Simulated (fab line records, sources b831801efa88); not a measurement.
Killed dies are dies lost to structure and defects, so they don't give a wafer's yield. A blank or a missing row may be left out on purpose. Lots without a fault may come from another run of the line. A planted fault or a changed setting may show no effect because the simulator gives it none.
Which tool did it? | flow sky130 | 14 lots, 42 wafers sampled, at 3 steps of a route of 708

WHAT THE GAUGES READ, wafer by wafer
SKY_VIA2_THK_MEAS_01.
lot  | measured     | on            | VIA2_HDPCVD_THK (nm)
L231 | day 35 03:08 | film_metro-01 | 1194 1198 1178
L233 | day 35 19:29 | film_metro-01 | 1203 1204 1195
L234 | day 36 08:41 | film_metro-01 | 1170 1178 1190
L235 | day 36 22:33 | film_metro-02 | 1186 1188 1177
L236 | day 37 00:02 | film_metro-04 | 1178 1174 1180
L237 | day 37 07:31 | film_metro-02 | 1190 1168 1181
L243 | day 39 11:46 | film_metro-04 | 1175 1193 1160
L244 | day 39 17:21 | film_metro-04 | 1194 1184 1191
L247 | day 40 05:35 | film_metro-02 | 1184 1179 1183
L249 | day 41 00:26 | film_metro-02 | 1196 1192 1168
L250 | day 41 04:17 | film_metro-04 | 1179 1170 1166
L252 | day 41 19:56 | film_metro-02 | 1178 1186 1179
L253 | day 42 00:41 | film_metro-04 | 1197 1208 1196
L254 | day 42 01:41 | film_metro-04 | 1169 1166 1184

SKY_VIA2_BOW_MEAS_03.
lot  | measured     | on            | VIA2_BOW (um)
L231 | day 35 03:31 | film_metro-04 | 89 84 88
L233 | day 35 19:50 | film_metro-02 | 97 92 89
L234 | day 36 09:04 | film_metro-02 | 79 87 78
L235 | day 36 22:56 | film_metro-01 | 92 93 81
L236 | day 37 00:25 | film_metro-01 | 91 91 74
L237 | day 37 07:54 | film_metro-01 | 86 92 87
L243 | day 39 12:10 | film_metro-02 | 69 81 87
L244 | day 39 17:43 | film_metro-02 | 88 83 79
L247 | day 40 05:57 | film_metro-01 | 101 100 90
L249 | day 41 00:49 | film_metro-02 | 90 87 93
L250 | day 41 04:40 | film_metro-02 | 85 94 80
L252 | day 41 20:23 | film_metro-02 | 90 88 83
L253 | day 42 01:02 | film_metro-04 | 89 105 78
L254 | day 42 02:03 | film_metro-02 | 88 96 88

WHICH TOOL RAN EACH LOT (tool, then ch and the chambers of the sampled wafers, then the start)
lot  | SKY_METAL2_STRIP_20
L231 | plasma_asher-04 ch 0,1, day 35 02:25
L233 | plasma_asher-04 ch 0,1, day 35 18:46
L234 | plasma_asher-02 ch 0,1, day 36 07:58
L235 | plasma_asher-03 ch 0,1, day 36 21:51
L236 | plasma_asher-02 ch 0,1, day 36 23:19
L237 | plasma_asher-03 ch 0,1, day 37 06:45
L243 | plasma_asher-03 ch 0,1, day 39 11:03
L244 | plasma_asher-04 ch 0,1, day 39 16:32
L247 | plasma_asher-02 ch 0,1, day 40 04:50
L249 | plasma_asher-02 ch 0,1, day 40 23:43
L250 | plasma_asher-02 ch 0,1, day 41 03:34
L252 | plasma_asher-02 ch 0,1, day 41 19:10
L253 | plasma_asher-02 ch 0,1, day 41 23:58
L254 | plasma_asher-02 ch 0, day 42 00:58
- SKY_METAL2_STRIP_20: strips in O2/N2.

WHAT THE TOOLS THEMSELVES READ (means of the sampled wafers that have a number; where no wafer has one, the mark that the record gives instead)
SKY_METAL2_STRIP_20.
lot  | tool            | drypump_motor_current_A (A) | oes_product_au (a.u.) | strip_time_to_endpoint_s (s)
L231 | plasma_asher-04 | 5.78                        | 0.345                 | 2.71
L233 | plasma_asher-04 | 5.78                        | 0.341                 | 2.69
L234 | plasma_asher-02 | 5.57                        | 0.346                 | 2.61
L235 | plasma_asher-03 | 5.34                        | 0.342                 | 2.68
L236 | plasma_asher-02 | 5.57                        | 0.341                 | 2.62
L237 | plasma_asher-03 | 5.34                        | 0.343                 | 2.65
L243 | plasma_asher-03 | 5.22                        | 0.344                 | 2.68
L244 | plasma_asher-04 | 5.80                        | 0.338                 | 2.65
L247 | plasma_asher-02 | 5.61                        | 0.341                 | 2.65
L249 | plasma_asher-02 | 5.62                        | 0.341                 | 2.66
L250 | plasma_asher-02 | 5.57                        | 0.341                 | 2.65
L252 | plasma_asher-02 | 5.57                        | 0.343                 | 2.69
L253 | plasma_asher-02 | 5.60                        | 0.343                 | 2.70
L254 | plasma_asher-02 | 5.65                        | 0.341                 | 2.66

THE ANSWER, worked out from the rows above alone
Rule: what is usual is taken from the lots themselves. Put in order of their means at a reading, lots are off if they are a third of the lots or fewer, leave a main group of 4 or more, and stand apart from it by a gap of 3 or more times the standard deviation of the main group's means; of several such gaps the widest counts. A main group whose means are all the same, to the digits that the tables above print for the reading, isn't used. A lot without any number at a reading at which 4 lots or more have one is off too. The other lots that the step has rows for count as sound. The gauges are gone through in route order, then the tools' own readings, and for those a lot's mean is taken as printed above. The first step at which some lot is off is used, and at that step the reading that is off furthest; a lot without a number counts as furthest.
No lot is off at any reading shown: from this, nothing can be told.

WHAT THE SIMULATOR HAD PUT IN
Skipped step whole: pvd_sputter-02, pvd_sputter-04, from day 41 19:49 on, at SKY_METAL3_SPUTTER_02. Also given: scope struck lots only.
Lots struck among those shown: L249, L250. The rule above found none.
